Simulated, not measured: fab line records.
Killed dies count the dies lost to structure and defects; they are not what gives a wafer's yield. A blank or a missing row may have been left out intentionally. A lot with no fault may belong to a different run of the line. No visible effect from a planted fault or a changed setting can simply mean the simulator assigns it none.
Chamber matching / flow sky130 / SKY_LI_CONTACT_ETCH_14 on rie-diel-02: 4 sister chambers
The step etches BARC in N2/H2, stops on SiO2, time 45.9 s, target depth 60 nm. 8 wafers are shown with their chamber, then 7 later ones without.

## WAFERS PAIRED WITH THEIR CHAMBERS
wafer=L497.2; chamber=3; drypump-motor-current-A (A)=6.2; oes-product-au (a.u.)=0.850
wafer=L497.5; chamber=2; drypump-motor-current-A (A)=5.1; oes-product-au (a.u.)=0.848
wafer=L498.4; chamber=2; drypump-motor-current-A (A)=5.1; oes-product-au (a.u.)=0.848
wafer=L498.6; chamber=3; drypump-motor-current-A (A)=6.2; oes-product-au (a.u.)=0.855
wafer=L502.2; chamber=0; drypump-motor-current-A (A)=5.0; oes-product-au (a.u.)=0.855
wafer=L502.6; chamber=0; drypump-motor-current-A (A)=5.0; oes-product-au (a.u.)=0.859
wafer=L503.4; chamber=1; drypump-motor-current-A (A)=5.7; oes-product-au (a.u.)=0.853
wafer=L503.5; chamber=1; drypump-motor-current-A (A)=5.8; oes-product-au (a.u.)=0.860

## WAFERS WITHOUT THEIR CHAMBER
wafer=L503.6; drypump-motor-current-A (A)=5.0; oes-product-au (a.u.)=0.853
wafer=L508.2; drypump-motor-current-A (A)=5.7; oes-product-au (a.u.)=0.855
wafer=L508.3; drypump-motor-current-A (A)=5.0; oes-product-au (a.u.)=0.859
wafer=L508.6; drypump-motor-current-A (A)=6.2; oes-product-au (a.u.)=0.861
wafer=L512.1; drypump-motor-current-A (A)=6.2; oes-product-au (a.u.)=0.860
wafer=L512.5; drypump-motor-current-A (A)=6.2; oes-product-au (a.u.)=0.861
wafer=L512.6; drypump-motor-current-A (A)=5.1; oes-product-au (a.u.)=0.855

## EACH ONE'S CHAMBER
wafer=L503.6; from the rows above=0; in truth=0
wafer=L508.2; from the rows above=1; in truth=1
wafer=L508.3; from the rows above=0; in truth=0
wafer=L508.6; from the rows above=3; in truth=3
wafer=L512.1; from the rows above=3; in truth=3
wafer=L512.5; from the rows above=3; in truth=3
wafer=L512.6; from the rows above=can't be placed: 2 or 0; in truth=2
Correct placement for 6 of the 7. Can't be placed from these rows: 1 (the true chamber is among the candidates in 1). Number placed wrongly: 0.
How it was worked out, from the rows above alone: a wafer's distance from a chamber is the root of the sum, over the readings, of the square of ((its reading less the chamber's mean) divided by the reading's scatter). If the next closest chamber is less than 2 further off than the closest, the wafer can't be placed; otherwise it belongs to the closest. For every chamber, the mean is computed from those of its wafers that are shown. The scatter: take each reading less its chamber's mean, square it, sum over the shown wafers, divide by the number of wafers less the number of chambers, and take the root.
